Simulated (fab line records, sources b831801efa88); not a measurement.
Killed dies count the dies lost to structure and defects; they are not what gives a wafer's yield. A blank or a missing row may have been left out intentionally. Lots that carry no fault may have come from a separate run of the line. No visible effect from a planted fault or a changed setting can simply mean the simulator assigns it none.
fab line records | flow sky130
[record] lots = 5 | wafers = 15 | last-day = 51
route steps=708 shown VT_ADJUST_LVTN@109 VT_ADJUST_NCORE@119 VT_ADJUST_HVTR@131 VT_ADJUST_PCH@143 SONOS_TUNNEL@166 PAD_OPEN@708
lots that met no fault: taken from a fault-free run of the same line
start-h: start of the lot's first displayed wafer, in hours after the record's first day | wait-h: hours elapsed since this lot's preceding step | " as in the row above | L1.1+2: several wafers, shown together as one row | - no value present, or no start provided | * or withheld: withheld | < > ~ a bound
route shown NAME@n: a module of which the file shows steps, and the number in the route of the first | usual: mean/standard deviation of fault-free wafers | same: alike in all rows | chamber/n: place in a boat | sites: the reading at each site | _std_site: how widely they spread, as a standard deviation | _edge_site: inner sites' mean taken away from outer sites' mean | radius-mm: for every site, how far away it sits from the centre of the wafer | mask NAME#n: copy n | behind: the most recent tool/chamber to have shaped the wafer | hold: why the lot was held/for how many hours/how that ended | device: names the non-switching transistor (n, p or np) | end of line: at the end of the route, the tests of the same wafers | a step without rows: its recipe alone | killed: dies lost to structure and defects at the first sort, not the wafer's yield | map: a wafer's dies, marking killed ones x, the rest . and places with no die _
set.NAME: the run value of the setting; set.NAME@STEP: its run value at that earlier step | model.NAME: the simulator's own value behind a step, which no gauge read
a table for each step, a row for each wafer; lots at some steps of the route
[[steps]]
[step SKY_VT_ADJUST_LVTN_HMDS_12]
[recipe] prime-time-s = 60 | prime-temp-c = 120
[step SKY_VT_ADJUST_LVTN_COAT_13]
[recipe] resist = NOVOLAK | spin-rpm = 3000 | resist-thk-nm = 1140
[step SKY_VT_ADJUST_LVTN_SOFTBAKE_14]
[recipe] temp-c = 90 | time-s = 60 | resist = NOVOLAK
[step SKY_VT_ADJUST_LVTN_EXPOSE_15]
[recipe] mask-id = HVN_STD_DERIVED | na = 0.6 | source-shape = conventional | sigma-outer = 0.6 | polarization = unpolarized | target-cd-nm = 600 | dose-mj = 163
[step SKY_VT_ADJUST_LVTN_PEB_16]
[recipe] temp-c = withheld | time-s = * | resist = NOVOLAK
[step SKY_VT_ADJUST_LVTN_DEVELOP_17]
[recipe] resist = NOVOLAK | developer = TMAH | develop-time-s = 60 | dev-temp-c = 23
[step SKY_VT_ADJUST_LVTN_IMPLANT_19]
[recipe] species = B | energy-kev = 30 | dose-cm2 = 6.5e+11 | tilt-deg = withheld
[step SKY_VT_ADJUST_LVTN_STRIP_20]
[recipe] chemistry = O2/N2 | power-w = 1400 | pressure-mtorr = 1500 | platen-temp-c = withheld | o2-flow-sccm = 3000 | n2-flow-sccm = 300 | overash-fraction = 0.5
[step SKY_VT_ADJUST_NCORE_DEHYDRATE_00]
[recipe] temp-c = 200 | time-s = 60
[step SKY_VT_ADJUST_NCORE_HMDS_01]
[recipe] prime-time-s = 60 | prime-temp-c = 120
[step SKY_VT_ADJUST_NCORE_COAT_02]
[recipe] resist = NOVOLAK | spin-rpm = 3000 | resist-thk-nm = 1140
[usual] chill-plate-temp-C = 22.99/0.11 | dispense-pressure-kPa = 47.0/1.8
lot.wafer | tool           | chamber | start-h | wait-h | chill-plate-temp-C | dispense-pressure-kPa
L730.1    | litho-track-01 | 0       | 228.73  | 0.1    | 23.07              | 49.3
L730.5    | "              | 0       | "       | "      | 23.09              | 49.3
L730.6    | "              | 0       | "       | "      | 22.97              | 49.3
L737.2    | litho-track-01 | -       | 279.21  | 0.1    | -                  | -
L737.3    | "              | -       | "       | "      | -                  | -
L737.6    | "              | -       | "       | "      | -                  | -
L738.2    | litho-track-01 | -       | 285.76  | 0.1    | -                  | -
L738.3    | "              | -       | "       | "      | -                  | -
L738.4    | "              | -       | "       | "      | -                  | -
L739.1    | litho-track-01 | -       | 290.48  | 0.1    | -                  | -
L739.2    | "              | -       | "       | "      | -                  | -
L739.3    | "              | -       | "       | "      | -                  | -
L742.1    | litho-track-01 | 0       | 309.88  | 0.1    | 22.78              | 49.3
L742.4    | "              | 0       | "       | "      | 22.81              | 49.3
L742.6    | "              | 0       | "       | "      | 22.99              | 49.3
[step SKY_VT_ADJUST_NCORE_SOFTBAKE_03]
[recipe] temp-c = 90 | time-s = 60 | resist = NOVOLAK
[step SKY_VT_ADJUST_NCORE_EXPOSE_04]
[recipe] mask-id = LVTN_COMPLEMENT_THIN | na = 0.6 | source-shape = conventional | sigma-outer = 0.6 | polarization = unpolarized | target-cd-nm = 380 | dose-mj = 139
[step SKY_VT_ADJUST_NCORE_PEB_05]
[recipe] temp-c = withheld | time-s = * | resist = NOVOLAK
[step SKY_VT_ADJUST_NCORE_DEVELOP_06]
[recipe] resist = NOVOLAK | developer = TMAH | develop-time-s = 60 | dev-temp-c = 23
[step SKY_VT_ADJUST_NCORE_CD_MEAS_07]
[recipe] target-cd-nm = 380
[usual] cd-nm = 379/3.1
lot.wafer | tool      | chamber | start-h | wait-h | cd-nm
L730.1    | cd-sem-01 | -       | 247.39  | 0.1    | 377
L730.5    | "         | -       | "       | "      | 378
L730.6    | "         | -       | "       | "      | 380
L737.2    | cd-sem-01 | -       | 292.01  | 0.1    | -
L737.3    | "         | -       | "       | "      | -
L737.6    | "         | -       | "       | "      | -
L738.2    | cd-sem-01 | -       | 298.11  | 0.1    | -
L738.3    | "         | -       | "       | "      | -
L738.4    | "         | -       | "       | "      | -
L739.1    | cd-sem-01 | -       | 302.71  | 0.1    | -
L739.2    | "         | -       | "       | "      | -
L739.3    | "         | -       | "       | "      | -
L742.1    | cd-sem-01 | -       | 323.03  | 0.1    | 374
L742.4    | "         | -       | "       | "      | 377
L742.6    | "         | -       | "       | "      | 377
[step SKY_VT_ADJUST_NCORE_OVL_MEAS_08]
[usual] VT_ADJUST_NCORE_OVL = -0.1/1.1
lot.wafer | tool       | chamber | start-h | wait-h | VT_ADJUST_NCORE_OVL[nm]
L730.1    | overlay-01 | -       | 247.51  | 0.1    | 0.0
L730.5    | "          | -       | "       | "      | -1.3
L730.6    | "          | -       | "       | "      | -1.6
L737.2    | overlay-01 | -       | 292.11  | 0.1    | -
L737.3    | "          | -       | "       | "      | -
L737.6    | "          | -       | "       | "      | -
L738.2    | overlay-02 | -       | 298.21  | 0.1    | -
L738.3    | "          | -       | "       | "      | -
L738.4    | "          | -       | "       | "      | -
L739.1    | overlay-02 | -       | 302.83  | 0.1    | -
L739.2    | "          | -       | "       | "      | -
L739.3    | "          | -       | "       | "      | -
L742.1    | overlay-02 | -       | 323.15  | 0.1    | -1.4
L742.4    | "          | -       | "       | "      | 0.5
L742.6    | "          | -       | "       | "      | -1.9
[step SKY_VT_ADJUST_NCORE_IMPLANT_09]
[recipe] species = B | energy-kev = 10 | dose-cm2 = 2.4e+12 | tilt-deg = withheld
[step SKY_VT_ADJUST_NCORE_STRIP_10]
[recipe] chemistry = O2/N2 | power-w = 1400 | pressure-mtorr = 1500 | platen-temp-c = withheld | o2-flow-sccm = 3000 | n2-flow-sccm = 300 | overash-fraction = 0.5
[step SKY_VT_ADJUST_HVTR_DEHYDRATE_00]
[recipe] temp-c = 200 | time-s = 60
[step SKY_VT_ADJUST_HVTR_HMDS_01]
[recipe] prime-time-s = 60 | prime-temp-c = 120
[step SKY_VT_ADJUST_HVTR_COAT_02]
[recipe] resist = NOVOLAK | spin-rpm = 3000 | resist-thk-nm = 1140
[step SKY_VT_ADJUST_HVTR_SOFTBAKE_03]
[recipe] temp-c = 90 | time-s = 60 | resist = NOVOLAK
[step SKY_VT_ADJUST_HVTR_EXPOSE_04]
[recipe] mask-id = HVTRM | target-cd-nm = 380 | na = 0.6 | source-shape = conventional | sigma-outer = 0.6 | dose-mj = 150
[step SKY_VT_ADJUST_HVTR_PEB_05]
[recipe] temp-c = withheld | time-s = * | resist = NOVOLAK
[step SKY_VT_ADJUST_HVTR_DEVELOP_06]
[recipe] develop-time-s = 60 | dev-temp-c = 23
[step SKY_VT_ADJUST_HVTR_IMPLANT_09]
[recipe] species = B | energy-kev = 10 | dose-cm2 = 2.1e+12 | tilt-deg = withheld
[step SKY_VT_ADJUST_HVTR_STRIP_10]
[recipe] chemistry = O2/N2 | power-w = 1400 | pressure-mtorr = 1500 | platen-temp-c = withheld | o2-flow-sccm = 3000 | n2-flow-sccm = 300 | overash-fraction = 0.5
[step SKY_VT_ADJUST_HVTR_TW_MEAS_11]
[usual] VT_ADJUST_HVTR_TW = 210.8/2.3
lot.wafer | tool          | chamber | start-h | wait-h | VT_ADJUST_HVTR_TW
L730.1    | film-metro-04 | -       | 271.39  | 0.1    | 212.5
L730.5    | "             | -       | "       | "      | 211.5
L730.6    | "             | -       | "       | "      | 212.9
L737.2    | film-metro-04 | -       | 317.25  | 0.1    | 264.7
L737.3    | "             | -       | "       | "      | 265.9
L737.6    | "             | -       | "       | "      | 265.5
L738.2    | film-metro-04 | -       | 324.60  | 0.1    | 265.7
L738.3    | "             | -       | "       | "      | 265.7
L738.4    | "             | -       | "       | "      | 266.6
L739.1    | film-metro-01 | -       | 329.74  | 0.1    | 264.1
L739.2    | "             | -       | "       | "      | 265.2
L739.3    | "             | -       | "       | "      | 263.0
L742.1    | film-metro-04 | -       | 351.14  | 0.1    | 212.0
L742.4    | "             | -       | "       | "      | 213.5
L742.6    | "             | -       | "       | "      | 211.6
[step SKY_VT_ADJUST_PCH_DEHYDRATE_00]
[recipe] temp-c = 200 | time-s = 60
[step SKY_VT_ADJUST_PCH_HMDS_01]
[recipe] prime-time-s = 60 | prime-temp-c = 120
[step SKY_VT_ADJUST_PCH_COAT_02]
[recipe] spin-rpm = 2000 | resist-thk-nm = 3000
[step SKY_VT_ADJUST_PCH_SOFTBAKE_03]
[recipe] temp-c = 110 | time-s = withheld
[step SKY_VT_ADJUST_PCH_EXPOSE_04]
[recipe] mask-id = NWM | na = 0.6 | source-shape = conventional | sigma-outer = 0.6 | polarization = unpolarized | target-cd-nm = 840 | dose-mj = 255
[step SKY_VT_ADJUST_PCH_PEB_05]
[recipe] temp-c = 115 | time-s = withheld
[step SKY_VT_ADJUST_PCH_DEVELOP_06]
[recipe] wall-angle-deg = 90 | developer = TMAH | develop-time-s = 60 | dev-temp-c = 23
[step SKY_VT_ADJUST_PCH_TW_MEAS_10]
[usual] VT_ADJUST_PCH_TW = 142.0/1.4
lot.wafer | tool          | chamber | start-h | wait-h | VT_ADJUST_PCH_TW
L730.1    | film-metro-02 | -       | 296.72  | 0.1    | 142.4
L730.5    | "             | -       | "       | "      | 142.8
L730.6    | "             | -       | "       | "      | 142.4
L737.2    | film-metro-02 | -       | 344.38  | 0.1    | 231.8
L737.3    | "             | -       | "       | "      | 233.0
L737.6    | "             | -       | "       | "      | 231.0
L738.2    | film-metro-04 | -       | 352.57  | 0.1    | 231.2
L738.3    | "             | -       | "       | "      | 231.8
L738.4    | "             | -       | "       | "      | 231.4
L739.1    | film-metro-02 | -       | 357.07  | 0.1    | 232.4
L739.2    | "             | -       | "       | "      | 232.2
L739.3    | "             | -       | "       | "      | 231.6
L742.1    | film-metro-03 | -       | 379.47  | 0.1    | 139.8
L742.4    | "             | -       | "       | "      | 140.1
L742.6    | "             | -       | "       | "      | 139.9
[step SKY_SONOS_TUNNEL_TW_MEAS_12]
[usual] SONOS_TUNNEL_TW = 196.2/2.2
lot.wafer | tool          | chamber | start-h | wait-h | SONOS_TUNNEL_TW
L730.1    | film-metro-03 | -       | 322.40  | 0.0    | 194.1
L730.5    | "             | -       | "       | "      | 194.6
L730.6    | "             | -       | "       | "      | 193.9
L737.2    | film-metro-03 | -       | 372.49  | 0.0    | 251.1
L737.3    | "             | -       | "       | "      | 251.6
L737.6    | "             | -       | "       | "      | 250.6
L738.2    | film-metro-01 | -       | 381.26  | 0.0    | 257.9
L738.3    | "             | -       | "       | "      | 256.5
L738.4    | "             | -       | "       | "      | 257.5
L739.1    | film-metro-03 | -       | 385.50  | 0.0    | 250.6
L739.2    | "             | -       | "       | "      | 250.5
L739.3    | "             | -       | "       | "      | 250.4
L742.1    | film-metro-03 | -       | 408.50  | 0.0    | 193.4
L742.4    | "             | -       | "       | "      | 193.6
L742.6    | "             | -       | "       | "      | 192.0
[step SKY_PAD_OPEN_PROBE_99]
[usual] killed_at_M0_to_M3 = 42/7.3 | killed_at_M4_up = 3.4/2 | killed-at-contacts = 24/5.6 | killed-at-front-end = 16/4.5 | killed-dies = 86/9.8 | killed-on-rim = 17/3.8 | killed-open = 46/7 | killed-short = 40/6.7
[same] gross-dies = 492 | killed-at-back-side = 0 | killed-at-other = 0
lot.wafer | tool      | chamber | start-h | wait-h | killed_at_M0_to_M3 | killed_at_M4_up | killed-at-contacts | killed-at-front-end | killed-dies | killed-on-rim | killed-open | killed-short
L730.1    | prober-01 | -       | 1125.03 | 0.1    | 44                 | 4               | 19                 | 18                  | 85          | 19            | 40          | 44
L730.5    | prober-01 | -       | 1125.23 | 0.2    | 49                 | 4               | 18                 | 20                  | 91          | 18            | 47          | 44
L730.6    | prober-01 | -       | 1125.28 | 0.2    | 46                 | 1               | 21                 | 12                  | 80          | 21            | 49          | 31
L737.2    | prober-01 | -       | 1210.91 | 0.1    | 42                 | 4               | 21                 | 425                 | 492         | 96            | 48          | 34
L737.3    | prober-01 | -       | 1210.96 | 0.2    | 39                 | 2               | 23                 | 428                 | 492         | 96            | 45          | 34
L737.6    | prober-01 | -       | 1211.11 | 0.2    | 36                 | 3               | 15                 | 438                 | 492         | 96            | 41          | 32
L739.1    | prober-01 | -       | 1213.86 | 0.1    | 43                 | 4               | 21                 | 424                 | 492         | 96            | 46          | 31
L739.2    | prober-01 | -       | 1213.91 | 0.1    | 34                 | 2               | 30                 | 426                 | 492         | 96            | 50          | 31
L739.3    | prober-01 | -       | 1213.96 | 0.2    | 46                 | 4               | 29                 | 413                 | 492         | 96            | 49          | 48
L738.2    | prober-02 | -       | 1214.56 | 0.1    | 38                 | 1               | 27                 | 426                 | 492         | 96            | 44          | 33
L738.3    | prober-02 | -       | 1214.61 | 0.2    | 35                 | 8               | 44                 | 405                 | 492         | 96            | 51          | 52
L738.4    | prober-02 | -       | 1214.66 | 0.2    | 35                 | 7               | 40                 | 410                 | 492         | 96            | 46          | 47
L742.1    | prober-01 | -       | 1215.40 | 0.1    | 42                 | 6               | 27                 | 20                  | 95          | 22            | 53          | 42
L742.4    | prober-01 | -       | 1215.55 | 0.2    | 39                 | 3               | 28                 | 15                  | 85          | 21            | 47          | 38
L742.6    | prober-01 | -       | 1215.65 | 0.2    | 41                 | 3               | 31                 | 16                  | 91          | 13            | 43          | 46
// killed by level:class
L730.1 METAL1:geometric-particle:short=7 VIA1:geometric-particle:open=7 LI_CONTACT:geometric-particle:open=6 VIA3:geometric-particle:open=6 FIELD_ISO:geometric-particle:short=5 CONTACT:geometric-particle:short=5 VIA1:geometric-particle:short=5 POLY_GATE:geometric-particle:open=4
L730.5 VIA2:geometric-particle:open=11 CONTACT:geometric-particle:open=10 FIELD_ISO:geometric-particle:open=8 VIA1:geometric-particle:open=8 FIELD_ISO:geometric-particle:short=7 METAL2:geometric-particle:short=7 METAL1:geometric-particle:short=5 VIA2:geometric-particle:short=5
L730.6 VIA2:geometric-particle:open=11 VIA3:geometric-particle:open=10 CONTACT:geometric-particle:open=7 LI_CONTACT:geometric-particle:open=6 METAL1:geometric-particle:short=6 VIA1:geometric-particle:open=5 FIELD_ISO:geometric-particle:open=4 METAL2:geometric-particle:short=4
L737.2 VT_ADJUST_NCORE:area-expose=409 VIA2:geometric-particle:open=14 CONTACT:geometric-particle:open=9 METAL2:geometric-particle:short=8 VIA1:geometric-particle:open=7 POLY_GATE:geometric-particle:open=6 LI_CONTACT:geometric-particle:open=4 CONTACT:geometric-particle:short=4
L737.3 VT_ADJUST_NCORE:area-expose=413 VIA1:geometric-particle:open=9 FIELD_ISO:geometric-particle:short=7 LI_CONTACT:geometric-particle:open=7 CONTACT:geometric-particle:open=7 VIA3:geometric-particle:open=7 VIA2:geometric-particle:open=6 LOCAL_INTERCONNECT:geometric-particle:short=5
L737.6 VT_ADJUST_NCORE:area-expose=419 VIA2:geometric-particle:open=10 METAL2:geometric-particle:short=7 CONTACT:geometric-particle:open=7 FIELD_ISO:geometric-particle:open=6 POLY_GATE:geometric-particle:open=4 VIA1:geometric-particle:open=4 VIA1:geometric-particle:short=4
L739.1 VT_ADJUST_NCORE:area-expose=415 VIA2:geometric-particle:open=11 VIA1:geometric-particle:open=10 CONTACT:geometric-particle:open=9 FIELD_ISO:geometric-particle:short=4 VIA3:geometric-particle:open=4 METAL1:geometric-particle:short=4 LI_CONTACT:geometric-particle:short=3
L739.2 VT_ADJUST_NCORE:area-expose=411 CONTACT:geometric-particle:open=12 POLY_GATE:geometric-particle:open=7 LI_CONTACT:geometric-particle:open=7 METAL2:geometric-particle:short=7 VIA2:geometric-particle:open=7 CONTACT:geometric-particle:short=5 VIA1:geometric-particle:open=5
L739.3 VT_ADJUST_NCORE:area-expose=395 LI_CONTACT:geometric-particle:open=10 METAL2:geometric-particle:short=9 CONTACT:geometric-particle:open=9 VIA1:geometric-particle:open=7 POLY_GATE:geometric-particle:short=6 METAL1:geometric-particle:short=6 LOCAL_INTERCONNECT:geometric-particle:short=5
L738.2 VT_ADJUST_NCORE:area-expose=415 VIA1:geometric-particle:open=9 LI_CONTACT:geometric-particle:open=7 LOCAL_INTERCONNECT:geometric-particle:short=7 CONTACT:geometric-particle:open=6 VIA2:geometric-particle:open=5 METAL2:geometric-particle:short=5 VIA3:geometric-particle:open=5
L738.3 VT_ADJUST_NCORE:area-expose=389 LI_CONTACT:geometric-particle:open=14 CONTACT:geometric-particle:open=11 CONTACT:geometric-particle:short=10 METAL2:geometric-particle:short=8 VIA1:geometric-particle:open=7 POLY_GATE:geometric-particle:short=6 METAL4:geometric-particle:short=6
L738.4 VT_ADJUST_NCORE:area-expose=399 CONTACT:geometric-particle:open=16 LI_CONTACT:geometric-particle:open=13 METAL1:geometric-particle:short=9 METAL4:geometric-particle:short=6 CONTACT:geometric-particle:short=5 VIA1:geometric-particle:open=5 LOCAL_INTERCONNECT:geometric-particle:short=4
L742.1 CONTACT:geometric-particle:open=13 FIELD_ISO:geometric-particle:short=9 VIA3:geometric-particle:open=9 FIELD_ISO:geometric-particle:open=7 LI_CONTACT:geometric-particle:open=7 VIA1:geometric-particle:open=5 METAL2:geometric-particle:short=5 METAL1:geometric-particle:short=4
L742.4 LI_CONTACT:geometric-particle:open=11 CONTACT:geometric-particle:open=8 VIA3:geometric-particle:open=7 VIA2:geometric-particle:open=6 VIA1:geometric-particle:open=6 CONTACT:geometric-particle:short=5 VIA1:geometric-particle:short=5 METAL1:geometric-particle:short=3
L742.6 CONTACT:geometric-particle:short=9 LI_CONTACT:geometric-particle:open=9 CONTACT:geometric-particle:open=9 VIA2:geometric-particle:open=8 METAL2:geometric-particle:short=7 VIA3:geometric-particle:open=7 POLY_GATE:geometric-particle:short=6 VIA1:geometric-particle:open=4
// map L737.2 (x killed, . not)
__________xxxxxxxxxx_________
________xxxxxxxxxxxxxx_______
______xxxxxxxxxxxxxxxxxx_____
_____xxxxxxxxxxxxxxxxxxxx____
____xxxxxxxxxxxxxxxxxxxxxx___
___xxxxxxxxxxxxxxxxxxxxxxxx__
__xxxxxxxxxxxxxxxxxxxxxxxxxx_
_xxxxxxxxxxxxxxxxxxxxxxxxxxxx
_xxxxxxxxxxxxxxxxxxxxxxxxxxxx
_xxxxxxxxxxxxxxxxxxxxxxxxxxxx
_xxxxxxxxxxxxxxxxxxxxxxxxxxxx
_xxxxxxxxxxxxxxxxxxxxxxxxxxxx
_xxxxxxxxxxxxxxxxxxxxxxxxxxxx
_xxxxxxxxxxxxxxxxxxxxxxxxxxxx
_xxxxxxxxxxxxxxxxxxxxxxxxxxxx
__xxxxxxxxxxxxxxxxxxxxxxxxxx_
___xxxxxxxxxxxxxxxxxxxxxxxx__
____xxxxxxxxxxxxxxxxxxxxxx___
_____xxxxxxxxxxxxxxxxxxxx____
______xxxxxxxxxxxxxxxxxx_____
________xxxxxxxxxxxxxx_______
__________xxxxxxxxxx_________
// map L738.2 (x killed, . not)
__________xxxxxxxxxx_________
________xxxxxxxxxxxxxx_______
______xxxxxxxxxxxxxxxxxx_____
_____xxxxxxxxxxxxxxxxxxxx____
____xxxxxxxxxxxxxxxxxxxxxx___
___xxxxxxxxxxxxxxxxxxxxxxxx__
__xxxxxxxxxxxxxxxxxxxxxxxxxx_
_xxxxxxxxxxxxxxxxxxxxxxxxxxxx
_xxxxxxxxxxxxxxxxxxxxxxxxxxxx
_xxxxxxxxxxxxxxxxxxxxxxxxxxxx
_xxxxxxxxxxxxxxxxxxxxxxxxxxxx
_xxxxxxxxxxxxxxxxxxxxxxxxxxxx
_xxxxxxxxxxxxxxxxxxxxxxxxxxxx
_xxxxxxxxxxxxxxxxxxxxxxxxxxxx
_xxxxxxxxxxxxxxxxxxxxxxxxxxxx
__xxxxxxxxxxxxxxxxxxxxxxxxxx_
___xxxxxxxxxxxxxxxxxxxxxxxx__
____xxxxxxxxxxxxxxxxxxxxxx___
_____xxxxxxxxxxxxxxxxxxxx____
______xxxxxxxxxxxxxxxxxx_____
________xxxxxxxxxxxxxx_______
__________xxxxxxxxxx_________
[[key]]
[first-sign] step = SKY_VT_ADJUST_NCORE_COAT_02 | reading = tool-record | direction = missing
[effect] step = SKY_VT_ADJUST_NCORE_CD_MEAS_07 | reading = cd-nm | direction = missing
[effect] step = SKY_VT_ADJUST_NCORE_OVL_MEAS_08 | reading = VT_ADJUST_NCORE_OVL | direction = missing
[effect] step = SKY_VT_ADJUST_HVTR_TW_MEAS_11 | reading = VT_ADJUST_HVTR_TW | direction = up | sigmas = 24 | usual = 210.8 | struck = 265.1
[effect] step = SKY_VT_ADJUST_PCH_TW_MEAS_10 | reading = VT_ADJUST_PCH_TW | direction = up | sigmas = 63 | usual = 142.0 | struck = 231.8
[effect] step = SKY_SONOS_TUNNEL_TW_MEAS_12 | reading = SONOS_TUNNEL_TW | direction = up | sigmas = 26 | usual = 196.2 | struck = 253.0
[effect] step = SKY_PAD_OPEN_PROBE_99 | reading = killed-at-front-end | direction = up | sigmas = 91 | usual = 16 | struck = 422
[more-kills-born-at] SKY_VT_ADJUST_NCORE_EXPOSE_04@iline-stepper-02 = 2462 | SKY_VT_ADJUST_NCORE_EXPOSE_04@iline-stepper-01 = 1203
met-at SKY_VT_ADJUST_NCORE_COAT_02
struck-wafers L737.2,L737.3,L737.6,L738.2,L738.3,L738.4,L739.1,L739.2,L739.3
tester-left-out L737,L738,L739
onset-between 228.73 279.21
[fault] kind = skipped-step-whole | tool = litho-track-01 | chamber = - | onset-h = 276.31 | steps = SKY_VT_ADJUST_NCORE_COAT_02 | scope = struck-lots-only
// tester-left-out: of these lots the tester's yield and bins aren't shown, on N5 and GAA mostly nor the transistor test; their killed dies are dies lost to structure and defects alone, not to doping, threshold or leakage, so they don't give the yield
